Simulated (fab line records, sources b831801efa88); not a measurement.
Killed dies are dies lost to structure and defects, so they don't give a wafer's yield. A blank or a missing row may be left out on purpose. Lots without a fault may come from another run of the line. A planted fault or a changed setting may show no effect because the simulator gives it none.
Which tool did it? | flow gf180mcu | 11 lots, 33 wafers sampled, at 5 steps of a route of 602

WHAT THE GAUGES READ, wafer by wafer
GF_V4_THK_MEAS_25: measures by xrf.
lot  | measured     | on            | V4_W_THK (nm)
L539 | day 25 00:04 | film_metro-03 | 353 355 357
L541 | day 25 14:04 | film_metro-03 | 362 364 352
L542 | day 26 06:01 | film_metro-04 | 336 343 340
L543 | day 26 15:16 | film_metro-04 | 347 345 340
L544 | day 26 19:16 | film_metro-01 | 345 344 345
L552 | day 29 03:41 | film_metro-01 | 345 349 344
L554 | day 30 02:30 | film_metro-03 | 351 348 348
L555 | day 30 15:22 | film_metro-04 | 342 346 346
L557 | day 30 16:18 | film_metro-01 | 353 353 349
L558 | day 30 23:35 | film_metro-03 | 348 352 354
L560 | day 31 13:12 | film_metro-01 | 348 352 352

GF_V5_RS_MEAS_24: measures by four-point-probe.
lot  | measured     | on            | V5_W_RS (ohm/sq)
L539 | day 27 20:22 | film_metro-02 | 0.324 0.326 0.325
L541 | day 28 07:28 | film_metro-01 | 0.326 0.325 0.325
L542 | day 28 21:28 | film_metro-04 | 0.339 0.344 0.344
L543 | day 29 05:09 | film_metro-01 | 0.322 0.335 0.329
L544 | day 29 12:38 | film_metro-01 | 0.345 0.338 0.342
L552 | day 31 14:21 | film_metro-02 | 0.324 0.332 0.325
L554 | day 32 09:58 | film_metro-04 | 0.325 0.328 0.325
L555 | day 32 21:55 | film_metro-04 | 0.321 0.328 0.327
L557 | day 32 23:25 | film_metro-04 | 0.327 0.323 0.323
L558 | day 33 05:59 | film_metro-02 | 0.329 0.327 0.329
L560 | day 33 17:38 | film_metro-01 | 0.322 0.326 0.322

GF_V5_THK_MEAS_25: measures by xrf.
lot  | measured     | on            | V5_W_THK (nm)
L539 | day 27 20:29 | film_metro-02 | 355 348 352
L541 | day 28 07:35 | film_metro-01 | 352 353 352
L542 | day 28 21:34 | film_metro-04 | 337 334 332
L543 | day 29 05:16 | film_metro-01 | 348 337 343
L544 | day 29 12:44 | film_metro-01 | 329 333 329
L552 | day 31 14:27 | film_metro-02 | 355 345 353
L554 | day 32 10:05 | film_metro-04 | 352 350 354
L555 | day 32 22:01 | film_metro-04 | 357 348 349
L557 | day 32 23:32 | film_metro-04 | 353 357 354
L558 | day 33 06:06 | film_metro-02 | 349 352 349
L560 | day 33 17:44 | film_metro-01 | 352 347 352

WHICH TOOL RAN EACH LOT (tool, then ch and the chambers of the sampled wafers, then the start)
lot  | GF_V4_STRIP_18                       | GF_V5_CVD_23
L539 | plasma_asher-03 ch 0,1, day 24 23:11 | cvd_w-02 ch 1, day 27 20:14
L541 | plasma_asher-02 ch 0,1, day 25 13:11 | cvd_w-02 ch 0,1, day 28 07:21
L542 | plasma_asher-01 ch 0,1, day 26 05:01 | cvd_w-02 ch 0,1, day 28 21:20
L543 | plasma_asher-02 ch 0,1, day 26 14:23 | cvd_w-01 ch 0,1, day 29 05:02
L544 | plasma_asher-03 ch 0,1, day 26 18:23 | cvd_w-02 ch 0,1, day 29 12:30
L552 | plasma_asher-02 ch 0,1, day 29 02:49 | cvd_w-01 ch 0,1, day 31 14:14
L554 | plasma_asher-02 ch 0,1, day 30 01:38 | cvd_w-02 ch 0,1, day 32 09:51
L555 | plasma_asher-02 ch 0,1, day 30 14:28 | cvd_w-01 ch 0,1, day 32 21:47
L557 | plasma_asher-02 ch 0,1, day 30 15:26 | cvd_w-02 ch 0, day 32 23:18
L558 | plasma_asher-01 ch 0,1, day 30 22:41 | cvd_w-02 ch 0,1, day 33 05:52
L560 | plasma_asher-02 ch 0,1, day 31 12:19 | cvd_w-01 ch 0,1, day 33 17:32
- GF_V4_STRIP_18: strips in O2/N2.
- GF_V5_CVD_23: deposits W, target thk 350 nm, time 104.9 s.

WHAT THE TOOLS THEMSELVES READ (means of the sampled wafers that have a number; where no wafer has one, the mark that the record gives instead)
GF_V4_STRIP_18.
lot  | tool            | drypump_motor_current_A (A) | heater_power_w (W) | oes_product_au (a.u.)
L539 | plasma_asher-03 | 5.2                         | 324                | 0.596
L541 | plasma_asher-02 | 6.3                         | 383                | 0.594
L542 | plasma_asher-01 | 5.9                         | 354                | 0.592
L543 | plasma_asher-02 | 6.3                         | 374                | 0.592
L544 | plasma_asher-03 | 5.3                         | 321                | 0.600
L552 | plasma_asher-02 | 6.2                         | 372                | 0.593
L554 | plasma_asher-02 | 6.2                         | 369                | 0.595
L555 | plasma_asher-02 | 6.2                         | 368                | 0.591
L557 | plasma_asher-02 | 6.3                         | 380                | 0.596
L558 | plasma_asher-01 | 5.7                         | 346                | 0.596
L560 | plasma_asher-02 | 6.3                         | 374                | 0.589

GF_V5_CVD_23.
lot  | tool     | chamber_pressure_Torr (Torr) | heater_power_w (W)
L539 | cvd_w-02 | 39.95                        | 947
L541 | cvd_w-02 | 40.02                        | 882
L542 | cvd_w-02 | 35.63                        | 872
L543 | cvd_w-01 | 40.08                        | 725
L544 | cvd_w-02 | 35.58                        | 855
L552 | cvd_w-01 | 40.00                        | 799
L554 | cvd_w-02 | 39.92                        | 903
L555 | cvd_w-01 | 39.96                        | 732
L557 | cvd_w-02 | 40.09                        | 840
L558 | cvd_w-02 | 40.04                        | 903
L560 | cvd_w-01 | 40.05                        | 739

THE ANSWER, worked out from the rows above alone
Rule: what is usual is taken from the lots themselves. Put in order of their means at a reading, lots are off if they are a third of the lots or fewer, leave a main group of 4 or more, and stand apart from it by a gap of 3 or more times the standard deviation of the main group's means; of several such gaps the widest counts. A main group whose means are all the same, to the digits that the tables above print for the reading, isn't used. A lot without any number at a reading at which 4 lots or more have one is off too. The other lots that the step has rows for count as sound. The gauges are gone through in route order, then the tools' own readings, and for those a lot's mean is taken as printed above. The first step at which some lot is off is used, and at that step the reading that is off furthest; a lot without a number counts as furthest.
Off: L542, L544, at GF_V5_RS_MEAS_24 (V5_W_RS). The main group: mean 0.326 ohm/sq, standard deviation 0.0017.
A tool fits if, at a process step before that reading, it ran every lot that is off, and no sound lot after the first of them. The gauges at GF_V5_RS_MEAS_24 aren't tried: what is off there is off at GF_V5_CVD_23 too, on other tools, and a gauge's error can't cause that. None of those tried fits.

WHAT THE SIMULATOR HAD PUT IN
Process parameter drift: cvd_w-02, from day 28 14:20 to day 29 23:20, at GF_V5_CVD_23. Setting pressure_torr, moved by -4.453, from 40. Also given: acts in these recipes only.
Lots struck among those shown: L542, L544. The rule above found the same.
